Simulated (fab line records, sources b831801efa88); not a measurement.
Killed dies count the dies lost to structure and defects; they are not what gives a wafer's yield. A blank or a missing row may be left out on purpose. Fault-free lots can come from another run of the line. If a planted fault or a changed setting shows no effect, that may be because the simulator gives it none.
fab line records | flow gf180mcu | part 1 of 2: steps 1 to 27 of 36
record: lots: 5 | wafers: 15 | last_day: 33
route steps=602 shown SALICIDE@283 CONTACT@287 M1@315
lots that met no fault: taken from a fault-free run of the same line
start_h: the number of hours between the record's first day and the start of the first shown wafer of the lot | wait_h: how many hours have passed since the lot's step before this one | " the same as in the row above | L1.1+2: one row covering several wafers at once | - no value present, or no start provided | * or withheld: withheld | < > ~ a bound
route shown NAME@n: NAME is a module with steps in the file, n the number in the route of the first one | usual: mean/standard deviation taken from wafers without a fault | same: alike in all rows | chamber/n: place in a boat | sites: readings site by site | _std_site: standard deviation of those values | _edge_site: inner sites' mean taken away from outer sites' mean | radius_mm: for every site, how far away it sits from the centre of the wafer | mask NAME#n: copy n | behind: the tool/chamber that last shaped the wafer | hold: cause of the lot's hold/its duration in hours/its outcome | device: names the non-switching transistor (n, p or np) | end of line: the tests these same wafers got at the end of their route | a step given without rows: its recipe and nothing more | killed: dies lost to structure and defects at the first sort, not the wafer's yield | map: dies across one wafer; x = killed, . = not, _ = none there
set.NAME: the run value of the setting; set.NAME@STEP: its run value at that earlier step | model.NAME: the simulator's own value behind a step, which no gauge read
a table for each step, a row for each wafer; lots at some steps of the route
services: a tool's chamber out of use, with start hour (start_h, from the record's first day; less than 0 if before it), hours out, and reason
== steps ==
step: GF_SALICIDE_THK_MEAS_05
recipe: thk_meas_gauge: xrf | reads: TiN_of_SALICIDE_SPUTTER_03
usual: SALICIDE_TIN_THK: 19.76/0.21
lot.wafer | tool          | chamber | start_h | wait_h | SALICIDE_TIN_THK[nm]
L074.1    | film_metro-04 | -       | 338.90  | 0.1    | 19.82
L074.4    | "             | -       | "       | "      | 20.23
L074.6    | "             | -       | "       | "      | 20.15
L080.3    | film_metro-01 | -       | 390.74  | 0.1    | 19.88
L080.4    | "             | -       | "       | "      | 19.73
L080.5    | "             | -       | "       | "      | 19.85
L083.1    | film_metro-01 | -       | 417.70  | 0.1    | 19.36
L083.2    | "             | -       | "       | "      | 19.53
L083.4    | "             | -       | "       | "      | 19.29
L092.1    | film_metro-02 | -       | 493.35  | 0.1    | 19.64
L092.3    | "             | -       | "       | "      | 19.89
L092.5    | "             | -       | "       | "      | 19.63
L093.1    | film_metro-01 | -       | 501.20  | 0.1    | 19.62
L093.3    | "             | -       | "       | "      | 19.62
L093.4    | "             | -       | "       | "      | 19.71
step: GF_SALICIDE_RTA_06
recipe: temp_c: 530 | time_s: 30 | ambient: N2
usual: lamp_power_pct: 6.3/0.66 | wafer_temp_C_max: 532.7/1.2
lot.wafer | tool          | chamber | start_h | wait_h | lamp_power_pct | wafer_temp_C_max
L074.1    | rtp_anneal-02 | 0       | 338.96  | 0.1    | 6.9            | 531.7
L074.4    | "             | 0       | "       | "      | 6.9            | 531.6
L074.6    | "             | 0       | "       | "      | 6.9            | 532.0
L080.3    | rtp_anneal-02 | 0       | 390.81  | 0.1    | 6.9            | 531.6
L080.4    | "             | 0       | "       | "      | 6.9            | 531.8
L080.5    | "             | 0       | "       | "      | 6.9            | 531.1
L083.1    | rtp_anneal-01 | 0       | 417.76  | 0.1    | 5.6            | 533.5
L083.2    | "             | 0       | "       | "      | 5.6            | 533.8
L083.4    | "             | 0       | "       | "      | 5.6            | 532.7
L092.1    | rtp_anneal-01 | 0       | 493.41  | 0.1    | 5.6            | 532.6
L092.3    | "             | 0       | "       | "      | 5.6            | 534.4
L092.5    | "             | 0       | "       | "      | 5.6            | 533.8
L093.1    | rtp_anneal-02 | 0       | 501.26  | 0.1    | 6.9            | 532.2
L093.3    | "             | 0       | "       | "      | 6.9            | 532.0
L093.4    | "             | 0       | "       | "      | 6.9            | 531.7
step: GF_SALICIDE_WET_ETCH_07
recipe: chemistry: SPM | target_depth_nm: 120 | dry: n2_spin
lot.wafer  | tool         | chamber | start_h | wait_h
L074.1+4+6 | wet_bench-01 | 0       | 339.06  | 0.1
L080.3+4+5 | wet_bench-02 | 3       | 390.88  | 0.1
L083.1+2+4 | wet_bench-03 | 0       | 417.86  | 0.1
L092.1+3+5 | wet_bench-01 | 0       | 493.51  | 0.1
L093.1+3+4 | wet_bench-01 | 0       | 501.36  | 0.1
step: GF_SALICIDE_RTA_08
recipe: temp_c: 800 | time_s: 30 | ambient: N2
usual: lamp_power_pct: 17.2/1.8 | wafer_temp_C_max: 804.2/1.7
lot.wafer | tool          | chamber | start_h | wait_h | lamp_power_pct | wafer_temp_C_max
L074.1    | rtp_anneal-01 | 0       | 339.15  | 0.0    | 15.5           | 805.9
L074.4    | "             | 0       | "       | "      | 15.5           | 805.2
L074.6    | "             | 0       | "       | "      | 15.5           | 805.6
L080.3    | rtp_anneal-01 | 0       | 391.01  | 0.0    | 15.6           | 804.2
L080.4    | "             | 0       | "       | "      | 15.6           | 805.5
L080.5    | "             | 0       | "       | "      | 15.6           | 804.4
L083.1    | rtp_anneal-02 | 0       | 417.95  | 0.0    | 19.2           | 801.8
L083.2    | "             | 0       | "       | "      | 19.2           | 802.7
L083.4    | "             | 0       | "       | "      | 19.2           | 802.6
L092.1    | rtp_anneal-02 | 0       | 493.60  | 0.0    | 19.2           | 803.6
L092.3    | "             | 0       | "       | "      | 19.2           | 802.2
L092.5    | "             | 0       | "       | "      | 19.2           | 802.4
L093.1    | rtp_anneal-01 | 0       | 501.45  | 0.0    | 15.6           | 805.2
L093.3    | "             | 0       | "       | "      | 15.5           | 806.8
L093.4    | "             | 0       | "       | "      | 15.6           | 806.4
step: GF_CONTACT_CVD_00
recipe: material: SiO2 | target_thk_nm: 300 | sigma_open_frac: 0.3 | temp_c: 400 | time_s: 50 | sih4_flow_sccm: 60 | pressure_mtorr: 6
lot.wafer  | tool      | chamber | start_h | wait_h
L074.1+4+6 | hdpcvd-02 | 0,2,0   | 339.25  | 0.1
L080.3+4+5 | hdpcvd-01 | 2,1,2   | 391.08  | 0.1
L083.1+2+4 | hdpcvd-01 | 1,0,1   | 418.05  | 0.1
L092.1+3+5 | hdpcvd-02 | 2,0,1   | 493.70  | 0.1
L093.1+3+4 | hdpcvd-02 | 2,1,0   | 501.55  | 0.1
step: GF_CONTACT_THK_MEAS_01
recipe: reads: SiO2_of_CONTACT_CVD_00
usual: CONTACT_CVD_00_THK: 299.3/2.9
lot.wafer | tool          | chamber | start_h | wait_h | CONTACT_CVD_00_THK[nm]
L074.1    | film_metro-02 | -       | 339.30  | 0.0    | 300.1
L074.4    | "             | -       | "       | "      | 293.3
L074.6    | "             | -       | "       | "      | 297.0
L080.3    | film_metro-02 | -       | 391.14  | 0.0    | 304.2
L080.4    | "             | -       | "       | "      | 296.9
L080.5    | "             | -       | "       | "      | 302.4
L083.1    | film_metro-03 | -       | 418.10  | 0.0    | 297.3
L083.2    | "             | -       | "       | "      | 300.1
L083.4    | "             | -       | "       | "      | 294.3
L092.1    | film_metro-02 | -       | 493.75  | 0.0    | 301.1
L092.3    | "             | -       | "       | "      | 299.8
L092.5    | "             | -       | "       | "      | 303.0
L093.1    | film_metro-03 | -       | 501.60  | 0.0    | 301.0
L093.3    | "             | -       | "       | "      | 304.3
L093.4    | "             | -       | "       | "      | 297.4
step: GF_CONTACT_CVD_02
recipe: material: SiO2 | target_thk_nm: 860 | precursor: TEOS | temp_c: 400 | time_s: 95.992 | rf_w: 600
usual: heater_power_w: 730/130
lot.wafer | tool     | chamber | start_h | wait_h | heater_power_w
L074.1    | pecvd-04 | 0       | 339.36  | 0.1    | 785
L074.4    | "        | 1       | "       | "      | 649
L074.6    | "        | 2       | "       | "      | 764
L080.3    | pecvd-03 | 2       | 391.18  | 0.0    | 961
L080.4    | "        | 0       | "       | "      | 783
L080.5    | "        | 1       | "       | "      | 708
L083.1    | pecvd-04 | 1       | 418.16  | 0.1    | 683
L083.2    | "        | 2       | "       | "      | 702
L083.4    | "        | 2       | "       | "      | 741
L092.1    | pecvd-03 | 1       | 493.81  | 0.1    | 839
L092.3    | "        | 2       | "       | "      | 926
L092.5    | "        | 0       | "       | "      | 734
L093.1    | pecvd-03 | 2       | 501.66  | 0.1    | 883
L093.3    | "        | 0       | "       | "      | 697
L093.4    | "        | 0       | "       | "      | 751
step: GF_CONTACT_THK_MEAS_03
recipe: reads: SiO2_of_CONTACT_CVD_02
usual: CONTACT_CVD_02_THK: 860/12
lot.wafer | tool          | chamber | start_h | wait_h | CONTACT_CVD_02_THK[nm]
L074.1    | film_metro-03 | -       | 339.43  | 0.0    | 854
L074.4    | "             | -       | "       | "      | 881
L074.6    | "             | -       | "       | "      | 865
L080.3    | film_metro-02 | -       | 391.27  | 0.1    | 852
L080.4    | "             | -       | "       | "      | 857
L080.5    | "             | -       | "       | "      | 860
L083.1    | film_metro-02 | -       | 418.23  | 0.0    | 838
L083.2    | "             | -       | "       | "      | 841
L083.4    | "             | -       | "       | "      | 859
L092.1    | film_metro-04 | -       | 493.88  | 0.0    | 867
L092.3    | "             | -       | "       | "      | 855
L092.5    | "             | -       | "       | "      | 873
L093.1    | film_metro-04 | -       | 501.73  | 0.0    | 849
L093.3    | "             | -       | "       | "      | 854
L093.4    | "             | -       | "       | "      | 872
step: GF_CONTACT_CMP_04
recipe: material: SiO2 | down_force_psi: 4 | platen_rpm: 60 | pad_velocity_m_s: 0.94248
usual: edge_zone_pressure_frac: 1.001/0.0048 | motor_current_A: 12.1/1.3 | time_to_endpoint_s: 113/6.3
lot.wafer | tool   | chamber | start_h | wait_h | edge_zone_pressure_frac | motor_current_A | time_to_endpoint_s
L074.1    | cmp-02 | 1       | 339.75  | 0.3    | 0.994                   | 10.0            | 114
L074.4    | "      | 2       | "       | "      | 1.001                   | 13.6            | 127
L074.6    | "      | 0       | "       | "      | 0.994                   | 11.4            | 115
L080.3    | cmp-01 | 0       | 391.31  | 0.0    | 0.998                   | 13.2            | 111
L080.4    | "      | 2       | "       | "      | 1.000                   | 11.2            | 116
L080.5    | "      | 1       | "       | "      | 0.997                   | 12.6            | 122
L083.1    | cmp-01 | 2       | 418.29  | 0.1    | 0.999                   | 11.5            | 107
L083.4    | "      | 0       | "       | "      | 1.002                   | 13.5            | 110
L083.2    | "      | 1       | "       | "      | 0.997                   | 12.5            | 108
L092.1    | cmp-02 | 3       | 493.94  | 0.1    | 0.988                   | 13.4            | 118
L092.3    | "      | 2       | "       | "      | 1.007                   | 14.5            | 114
L092.5    | "      | 0       | "       | "      | 0.999                   | 11.4            | 119
L093.1    | cmp-02 | 1       | 501.79  | 0.1    | 1.006                   | 10.3            | 105
L093.3    | "      | 3       | "       | "      | 0.995                   | 12.6            | 108
L093.4    | "      | 0       | "       | "      | 1.003                   | 11.1            | 110
step: GF_CONTACT_BOW_MEAS_05
recipe: mode: bow
usual: CONTACT_BOW: 66/6.8
lot.wafer | tool          | chamber | start_h | wait_h | CONTACT_BOW[um]
L074.1    | film_metro-03 | -       | 339.95  | 0.1    | 72
L074.4    | "             | -       | "       | "      | 75
L074.6    | "             | -       | "       | "      | 72
L080.3    | film_metro-04 | -       | 391.65  | 0.3    | 62
L080.4    | "             | -       | "       | "      | 70
L080.5    | "             | -       | "       | "      | 63
L083.1    | film_metro-03 | -       | 418.59  | 0.2    | 65
L083.2    | "             | -       | "       | "      | 79
L083.4    | "             | -       | "       | "      | 55
L092.1    | film_metro-02 | -       | 494.24  | 0.2    | 73
L092.3    | "             | -       | "       | "      | 67
L092.5    | "             | -       | "       | "      | 60
L093.1    | film_metro-03 | -       | 502.09  | 0.2    | 67
L093.3    | "             | -       | "       | "      | 56
L093.4    | "             | -       | "       | "      | 63
step: GF_CONTACT_DEHYDRATE_06
recipe: temp_c: 200 | time_s: 60
usual: exhaust_pa: 45.1/0.94
lot.wafer | tool           | chamber | start_h | wait_h | exhaust_pa
L074.1    | litho_track-02 | 0       | 350.30  | 10.3   | 44.3
L074.4    | "              | 0       | "       | "      | 46.8
L074.6    | "              | 0       | "       | "      | 44.5
L080.3    | litho_track-04 | 0       | 402.86  | 11.2   | 44.4
L080.4    | "              | 0       | "       | "      | 44.6
L080.5    | "              | 0       | "       | "      | 43.3
L083.1    | litho_track-01 | 0       | 429.83  | 11.2   | 45.0
L083.2    | "              | 0       | "       | "      | 44.4
L083.4    | "              | 0       | "       | "      | 45.0
L092.1    | litho_track-02 | 0       | 505.75  | 11.5   | 45.6
L092.3    | "              | 0       | "       | "      | 46.4
L092.5    | "              | 0       | "       | "      | 45.8
L093.1    | litho_track-02 | 0       | 513.35  | 11.2   | 44.7
L093.3    | "              | 0       | "       | "      | 46.1
L093.4    | "              | 0       | "       | "      | 43.4
step: GF_CONTACT_HMDS_07
recipe: prime_time_s: 60 | prime_temp_c: 120
usual: exhaust_pa: 45.0/0.83
lot.wafer | tool           | chamber | start_h | wait_h | exhaust_pa
L074.1    | litho_track-02 | 0       | 350.45  | 0.1    | 46.1
L074.4    | "              | 0       | "       | "      | 45.9
L074.6    | "              | 0       | "       | "      | 46.3
L080.3    | litho_track-04 | 0       | 403.01  | 0.1    | 44.6
L080.4    | "              | 0       | "       | "      | 44.5
L080.5    | "              | 0       | "       | "      | 45.4
L083.1    | litho_track-01 | 0       | 429.98  | 0.1    | 44.2
L083.2    | "              | 0       | "       | "      | 43.6
L083.4    | "              | 0       | "       | "      | 43.9
L092.1    | litho_track-02 | 0       | 505.90  | 0.1    | 44.2
L092.3    | "              | 0       | "       | "      | 45.7
L092.5    | "              | 0       | "       | "      | 44.5
L093.1    | litho_track-02 | 0       | 513.50  | 0.1    | 44.7
L093.3    | "              | 0       | "       | "      | 46.5
L093.4    | "              | 0       | "       | "      | 44.6
step: GF_CONTACT_COAT_08
recipe: resist: BARC | temp_c: withheld | time_s: withheld | spin_rpm: withheld | resist_thk_nm: withheld
usual: exhaust_pa: 44.9/0.97
lot.wafer | tool           | chamber | start_h | wait_h | exhaust_pa
L074.1    | litho_track-02 | 0       | 350.60  | 0.1    | 46.0
L074.4    | "              | 0       | "       | "      | 46.0
L074.6    | "              | 0       | "       | "      | 44.5
L080.3    | litho_track-04 | 0       | 403.16  | 0.1    | 44.7
L080.4    | "              | 0       | "       | "      | 45.1
L080.5    | "              | 0       | "       | "      | 44.7
L083.1    | litho_track-01 | 0       | 430.13  | 0.1    | 45.5
L083.2    | "              | 0       | "       | "      | 46.2
L083.4    | "              | 0       | "       | "      | 45.2
L092.1    | litho_track-02 | 0       | 506.05  | 0.1    | 44.6
L092.3    | "              | 0       | "       | "      | 45.0
L092.5    | "              | 0       | "       | "      | 44.2
L093.1    | litho_track-02 | 0       | 513.65  | 0.1    | 44.6
L093.3    | "              | 0       | "       | "      | 44.2
L093.4    | "              | 0       | "       | "      | 44.0
step: GF_CONTACT_COAT_09
recipe: resist: KrF | spin_rpm: withheld | resist_thk_nm: 1000
usual: exhaust_pa: 44.8/0.87
lot.wafer | tool           | chamber | start_h | wait_h | exhaust_pa
L074.1    | litho_track-02 | 0       | -       | -      | 46.2
L074.4    | "              | 0       | "       | "      | 45.2
L074.6    | "              | 0       | "       | "      | 44.9
L080.3    | litho_track-04 | 0       | -       | -      | 43.6
L080.4    | "              | 0       | "       | "      | 43.4
L080.5    | "              | 0       | "       | "      | 44.5
L083.1    | litho_track-01 | 0       | -       | -      | 46.6
L083.2    | "              | 0       | "       | "      | 45.3
L083.4    | "              | 0       | "       | "      | 44.9
L092.1    | litho_track-02 | 0       | -       | -      | 45.8
L092.3    | "              | 0       | "       | "      | 44.9
L092.5    | "              | 0       | "       | "      | 45.2
L093.1    | litho_track-02 | 0       | -       | -      | 44.4
L093.3    | "              | 0       | "       | "      | 45.0
L093.4    | "              | 0       | "       | "      | 45.1
step: GF_CONTACT_SOFTBAKE_10
recipe: temp_c: 130 | time_s: 60 | resist: KrF
usual: exhaust_pa: 45.0/0.87
lot.wafer | tool           | chamber | start_h | wait_h | exhaust_pa
L074.1    | litho_track-02 | 0       | -       | -      | 45.5
L074.4    | "              | 0       | "       | "      | 46.1
L074.6    | "              | 0       | "       | "      | 46.3
L080.3    | litho_track-04 | 0       | -       | -      | 44.3
L080.4    | "              | 0       | "       | "      | 43.1
L080.5    | "              | 0       | "       | "      | 45.0
L083.1    | litho_track-01 | 0       | -       | -      | 45.0
L083.2    | "              | 0       | "       | "      | 45.3
L083.4    | "              | 0       | "       | "      | 44.9
L092.1    | litho_track-02 | 0       | -       | -      | 43.5
L092.3    | "              | 0       | "       | "      | 43.3
L092.5    | "              | 0       | "       | "      | 44.5
L093.1    | litho_track-02 | 0       | -       | -      | 45.6
L093.3    | "              | 0       | "       | "      | 45.0
L093.4    | "              | 0       | "       | "      | 44.8
step: GF_CONTACT_EXPOSE_11
recipe: mask_id: Contact | target_cd_nm: 220 | na: 0.68 | source_shape: conventional | sigma_outer: 0.6 | dose_mj: 38
lot.wafer  | tool           | chamber | start_h | wait_h | mask
L074.1+4+6 | krf_scanner-02 | 0       | -       | -      | Contact#0
L080.3+4+5 | krf_scanner-02 | 0       | -       | -      | Contact#0
L083.1+2+4 | krf_scanner-02 | 0       | -       | -      | Contact#0
L092.1+3+5 | krf_scanner-01 | 0       | -       | -      | Contact#0
L093.1+3+4 | krf_scanner-01 | 0       | -       | -      | Contact#0
step: GF_CONTACT_PEB_12
recipe: peb_temp_c: 135 | peb_time_s: 90 | resist: KrF
usual: exhaust_pa: 45.1/0.88
same: peb_time_s: 90
lot.wafer | tool           | chamber | start_h | wait_h | exhaust_pa
L074.1    | litho_track-04 | 0       | -       | -      | 45.2
L074.4    | "              | 0       | "       | "      | 45.2
L074.6    | "              | 0       | "       | "      | 45.0
L080.3    | litho_track-01 | 0       | -       | -      | 43.6
L080.4    | "              | 0       | "       | "      | 44.7
L080.5    | "              | 0       | "       | "      | 45.0
L083.1    | litho_track-01 | 0       | -       | -      | 45.0
L083.2    | "              | 0       | "       | "      | 44.1
L083.4    | "              | 0       | "       | "      | 44.2
L092.1    | litho_track-04 | 0       | -       | -      | 44.9
L092.3    | "              | 0       | "       | "      | 45.3
L092.5    | "              | 0       | "       | "      | 45.2
L093.1    | litho_track-02 | 0       | -       | -      | 45.2
L093.3    | "              | 0       | "       | "      | 45.7
L093.4    | "              | 0       | "       | "      | 46.6
step: GF_CONTACT_DEVELOP_13
recipe: develop_time_s: 60 | resist: KrF | dev_temp_c: 21
usual: exhaust_pa: 44.8/0.92
lot.wafer | tool           | chamber | start_h | wait_h | exhaust_pa
L074.1    | litho_track-04 | 0       | 362.11  | 0.2    | 46.3
L074.4    | "              | 0       | "       | "      | 45.9
L074.6    | "              | 0       | "       | "      | 46.0
L080.3    | litho_track-01 | 0       | 415.08  | 0.1    | 43.9
L080.4    | "              | 0       | "       | "      | 43.6
L080.5    | "              | 0       | "       | "      | 43.4
L083.1    | litho_track-01 | 0       | 442.33  | 0.2    | 45.3
L083.2    | "              | 0       | "       | "      | 45.1
L083.4    | "              | 0       | "       | "      | 45.1
L092.1    | litho_track-04 | 0       | 517.76  | 0.2    | 43.3
L092.3    | "              | 0       | "       | "      | 43.4
L092.5    | "              | 0       | "       | "      | 43.3
L093.1    | litho_track-02 | 0       | 524.85  | 0.2    | 44.0
L093.3    | "              | 0       | "       | "      | 44.7
L093.4    | "              | 0       | "       | "      | 45.6
step: GF_CONTACT_CD_MEAS_14
recipe: target_cd_nm: 220
usual: cd_nm: 220.0/1.3
lot.wafer | tool      | chamber | start_h | wait_h | cd_nm
L074.1    | cd_sem-02 | -       | 362.26  | 0.1    | 218.9
L074.4    | "         | -       | "       | "      | 220.1
L074.6    | "         | -       | "       | "      | 219.2
L080.3    | cd_sem-02 | -       | 415.22  | 0.1    | 221.0
L080.4    | "         | -       | "       | "      | 220.4
L080.5    | "         | -       | "       | "      | 221.0
L083.1    | cd_sem-02 | -       | 442.48  | 0.1    | 220.7
L083.2    | "         | -       | "       | "      | 221.1
L083.4    | "         | -       | "       | "      | 220.5
L092.1    | cd_sem-02 | -       | 517.91  | 0.1    | 221.0
L092.3    | "         | -       | "       | "      | 220.7
L092.5    | "         | -       | "       | "      | 219.9
L093.1    | cd_sem-02 | -       | 525.00  | 0.1    | 220.3
L093.3    | "         | -       | "       | "      | 221.0
L093.4    | "         | -       | "       | "      | 221.1
step: GF_CONTACT_OVL_MEAS_15
usual: CONTACT_OVL: -1/5.7
lot.wafer | tool       | chamber | start_h | wait_h | CONTACT_OVL[nm]
L074.1    | overlay-02 | -       | 362.38  | 0.1    | 1
L074.4    | "          | -       | "       | "      | -4
L074.6    | "          | -       | "       | "      | -3
L080.3    | overlay-02 | -       | 415.31  | 0.1    | 3
L080.4    | "          | -       | "       | "      | 8
L080.5    | "          | -       | "       | "      | -1
L083.1    | overlay-02 | -       | 442.60  | 0.1    | -1
L083.2    | "          | -       | "       | "      | -1
L083.4    | "          | -       | "       | "      | 1
L092.1    | overlay-01 | -       | 518.03  | 0.1    | 11
L092.3    | "          | -       | "       | "      | 6
L092.5    | "          | -       | "       | "      | 3
L093.1    | overlay-02 | -       | 525.12  | 0.1    | -12
L093.3    | "          | -       | "       | "      | -6
L093.4    | "          | -       | "       | "      | 3
step: GF_CONTACT_ETCH_16
recipe: chemistry: N2/H2 | target_depth_a: withheld | overetch_a: withheld | time_s: withheld | target: BARC | ion_energy_ev: 200 | source_w: 500 | bias_w: 100 | pressure_mtorr: 30 | n2_flow_sccm: 100 | h2_flow_sccm: 200
usual: drypump_motor_current_A: 5.57/0.3 | n2_flow_sccm: 100.03/0.28 | oes_product_au: 0.855/0.0046 | throttle_valve_pct: 13.223/0.009
lot.wafer | tool        | chamber | start_h | wait_h | drypump_motor_current_A | n2_flow_sccm | oes_product_au | throttle_valve_pct
L074.1    | rie_diel-02 | 1       | 362.42  | 0.0    | 6.12                    | 100.34       | 0.857          | 13.242
L074.4    | "           | 2       | "       | "      | 5.19                    | 100.11       | 0.856          | 13.216
L074.6    | "           | 2       | "       | "      | 5.20                    | 100.05       | 0.855          | 13.225
L080.3    | rie_diel-02 | 0       | 415.33  | 0.0    | 5.87                    | 100.06       | 0.858          | 13.218
L080.4    | "           | 2       | "       | "      | 5.19                    | 99.74        | 0.852          | 13.229
L080.5    | "           | 0       | "       | "      | 5.83                    | 99.63        | 0.854          | 13.221
L083.1    | rie_diel-04 | 0       | 442.63  | 0.0    | 6.25                    | 100.08       | 0.857          | 13.225
L083.2    | "           | 1       | "       | "      | 5.58                    | 99.99        | 0.849          | 13.233
L083.4    | "           | 3       | "       | "      | 5.61                    | 100.18       | 0.852          | 13.231
L092.1    | rie_diel-02 | 1       | 518.06  | 0.0    | 6.15                    | 100.41       | 0.854          | 13.218
L092.3    | "           | 0       | "       | "      | 5.83                    | 99.95        | 0.853          | 13.215
L092.5    | "           | 1       | "       | "      | 6.12                    | 100.38       | 0.863          | 13.221
L093.1    | rie_diel-01 | 3       | 525.16  | 0.0    | 5.38                    | 100.25       | 0.858          | 13.247
L093.3    | "           | 0       | "       | "      | 5.73                    | 99.64        | 0.855          | 13.218
L093.4    | "           | 1       | "       | "      | 5.32                    | 99.92        | 0.861          | 13.221
step: GF_CONTACT_ETCH_17
recipe: chemistry: C4F8/O2/Ar | mask_material: KrF | target: SiO2 | stop_on: CoSi2 | source_w: 1500 | bias_w: 1200 | pressure_mtorr: 40 | c4f8_flow_sccm: withheld | O2_flow_sccm: 6 | Ar_flow_sccm: 300 | time_s: withheld | target_depth_a: 8600
usual: oes_product_au: 0.815/0.0046
lot.wafer | tool        | chamber | start_h | wait_h | oes_product_au
L074.1    | rie_diel-02 | 1       | -       | -      | 0.818
L074.4    | "           | 2       | "       | "      | 0.813
L074.6    | "           | 2       | "       | "      | 0.817
L080.3    | rie_diel-02 | 0       | -       | -      | 0.815
L080.4    | "           | 2       | "       | "      | 0.819
L080.5    | "           | 0       | "       | "      | 0.820
L083.1    | rie_diel-04 | 0       | -       | -      | 0.814
L083.2    | "           | 1       | "       | "      | 0.815
L083.4    | "           | 3       | "       | "      | 0.811
L092.1    | rie_diel-02 | 1       | -       | -      | 0.821
L092.3    | "           | 0       | "       | "      | 0.810
L092.5    | "           | 1       | "       | "      | 0.814
L093.1    | rie_diel-01 | 3       | -       | -      | 0.811
L093.3    | "           | 0       | "       | "      | 0.816
L093.4    | "           | 1       | "       | "      | 0.807
step: GF_CONTACT_STRIP_18
recipe: chemistry: O2/N2 | power_w: 1400 | pressure_mtorr: 1500 | platen_temp_c: 250 | o2_flow_sccm: 3000 | n2_flow_sccm: 300 | overash_fraction: 0.5
usual: drypump_motor_current_A: 5.3/0.37 | heater_power_w: 327/21 | n2_flow_sccm: 299.8/0.88 | oes_product_au: 0.580/0.005
lot.wafer | tool            | chamber | start_h | wait_h | drypump_motor_current_A | heater_power_w | n2_flow_sccm | oes_product_au | rf_hours_counter_h
L074.1    | plasma_asher-02 | 1       | 362.58  | -      | 6.0                     | 308            | 301.3        | 0.583          | 28
L074.4    | "               | 0       | "       | "      | 5.4                     | 318            | 301.1        | 0.575          | -
L074.6    | "               | 0       | "       | "      | 5.5                     | 326            | 300.3        | 0.576          | -
L080.3    | plasma_asher-01 | 0       | 415.53  | -      | 5.2                     | 350            | 299.8        | 0.588          | -
L080.4    | "               | 1       | "       | "      | 5.1                     | 368            | 299.0        | 0.584          | -
L080.5    | "               | 1       | "       | "      | 5.1                     | 357            | 298.2        | 0.575          | -
L083.1    | plasma_asher-04 | 0       | 442.79  | -      | 5.6                     | 322            | 300.7        | 0.578          | 78
L083.2    | "               | 1       | "       | "      | 4.8                     | 314            | 298.7        | 0.583          | 78
L083.4    | "               | 1       | "       | "      | 4.8                     | 308            | 299.5        | 0.581          | -
L092.1    | plasma_asher-04 | 0       | 518.23  | -      | 5.6                     | 320            | 297.4        | 0.583          | 85
L092.3    | "               | 0       | "       | "      | 5.6                     | 314            | 298.8        | 0.573          | -
L092.5    | "               | 1       | "       | "      | 4.8                     | 312            | 299.6        | 0.591          | -
L093.1    | plasma_asher-01 | 1       | 525.32  | -      | 5.1                     | 374            | 298.9        | 0.583          | 10
L093.3    | "               | 1       | "       | "      | 5.1                     | 360            | 299.3        | 0.571          | -
L093.4    | "               | 0       | "       | "      | 5.2                     | 349            | 299.7        | 0.584          | -
step: GF_CONTACT_CLEAN_19
recipe: chemistry: SPM
lot.wafer  | tool         | chamber | start_h | wait_h
L074.1+4+6 | wet_bench-04 | 2       | 362.68  | 0.1
L080.3+4+5 | wet_bench-01 | 0       | 415.59  | 0.0
L083.1+2+4 | wet_bench-03 | 1       | 442.89  | 0.1
L092.1+3+5 | wet_bench-03 | 3       | 518.33  | 0.1
L093.1+3+4 | wet_bench-03 | 1       | 525.42  | 0.1
step: GF_CONTACT_CLEAN_20
recipe: chemistry: DIW
lot.wafer  | tool         | chamber | start_h | wait_h
L074.1+4+6 | wet_bench-01 | 0       | 362.77  | 0.0
L080.3+4+5 | wet_bench-03 | 1       | 415.69  | 0.0
L083.1+2+4 | wet_bench-04 | 0       | 442.99  | 0.0
L092.1+3+5 | wet_bench-01 | 1       | 518.42  | 0.0
L093.1+3+4 | wet_bench-04 | 0       | 525.53  | 0.0
step: GF_CONTACT_CLEAN_21
recipe: chemistry: dHF | time_s: 20 | dilution: 100:1 | dry: ipa_marangoni
lot.wafer  | tool         | chamber | start_h | wait_h
L074.1+4+6 | wet_bench-03 | 1       | 362.86  | 0.0
L080.3+4+5 | wet_bench-04 | 1       | 415.79  | 0.0
L083.1+2+4 | wet_bench-01 | 3       | 443.09  | 0.0
L092.1+3+5 | wet_bench-03 | 2       | 518.62  | 0.0
L093.1+3+4 | wet_bench-01 | 2       | 525.62  | 0.0
step: GF_CONTACT_SPUTTER_22
recipe: material: Ti | target_thk_nm: 15 | chamber_pressure_pa: 5 | power_w: 2500 | substrate_temp_c: 200 | time_s: 80.02
usual: throttle_valve_pct: 30.5/1
lot.wafer | tool           | chamber | start_h | wait_h | throttle_valve_pct
L074.1    | pvd_sputter-04 | -       | 362.88  | 0.0    | 31.5
L074.4    | "              | -       | "       | "      | 31.8
L074.6    | "              | -       | "       | "      | 31.7
L080.3    | pvd_sputter-01 | -       | 415.80  | 0.0    | 30.6
L080.4    | "              | -       | "       | "      | 30.3
L080.5    | "              | -       | "       | "      | 30.6
L083.1    | pvd_sputter-04 | -       | 443.10  | 0.0    | 31.5
L083.2    | "              | -       | "       | "      | 31.4
L083.4    | "              | -       | "       | "      | 30.1
L092.1    | pvd_sputter-04 | -       | 518.63  | 0.0    | 31.7
L092.3    | "              | -       | "       | "      | 31.4
L092.5    | "              | -       | "       | "      | 31.3
L093.1    | pvd_sputter-04 | -       | 525.65  | 0.0    | 29.0
L093.3    | "              | -       | "       | "      | 31.6
L093.4    | "              | -       | "       | "      | 30.1
